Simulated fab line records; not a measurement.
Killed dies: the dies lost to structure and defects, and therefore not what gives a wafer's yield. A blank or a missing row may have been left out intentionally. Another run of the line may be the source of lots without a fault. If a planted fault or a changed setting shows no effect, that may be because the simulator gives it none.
Chamber matching -- flow gf180mcu -- 3 sister chambers for GF_SAB_CVD_00 on pecvd-04
The step deposits SiO2 from TEOS, target thk 50 nm, time 4.9302 s. 14 wafers are shown with their chamber, then 7 later ones without.

## WAFERS PAIRED WITH THEIR CHAMBERS
wafer,chamber,heater power w (W)
L221.3,1,640
L221.4,0,562
L221.6,1,637
L224.2,0,638
L224.4,0,621
L224.5,1,596
L229.1,0,639
L229.5,2,633
L229.6,0,659
L230.1,1,669
L230.4,1,647
L230.6,2,671
L233.2,2,681
L233.4,0,566

SIGNATURES, as means of the wafers listed above
reading,chamber 0,chamber 1,chamber 2,scatter within a chamber
heater power w,614.17,637.80,661.67,33.5
Rule: a wafer lies at a distance from a chamber equal to the root of the sum of squares, over the readings, of (its reading less the chamber's mean, divided by the reading's scatter). If the next closest chamber is less than 2 further off than the closest, the wafer can't be placed; otherwise it belongs to the closest. The scatter: take each reading less its chamber's mean, square it, sum over the shown wafers, divide by the number of wafers less the number of chambers, and take the root.

## WAFERS MISSING THEIR CHAMBER
wafer,heater power w (W)
L233.5,651
L238.1,641
L238.4,641
L238.5,640
L244.4,633
L244.5,605
L244.6,519

## CHAMBER TAKEN BY EACH
wafer,from the rows above,in truth
L233.5,can't be placed: 2 or 1 or 0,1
L238.1,can't be placed: 1 or 2 or 0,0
L238.4,can't be placed: 1 or 2 or 0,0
L238.5,can't be placed: 1 or 2 or 0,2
L244.4,can't be placed: 1 or 0 or 2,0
L244.5,can't be placed: 0 or 1 or 2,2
L244.6,can't be placed: 0 or 1 or 2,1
Placed correctly: 0 of 7. Cannot be placed on the basis of these rows: 7; the candidates contain the true chamber in 7. Number placed wrongly: 0.
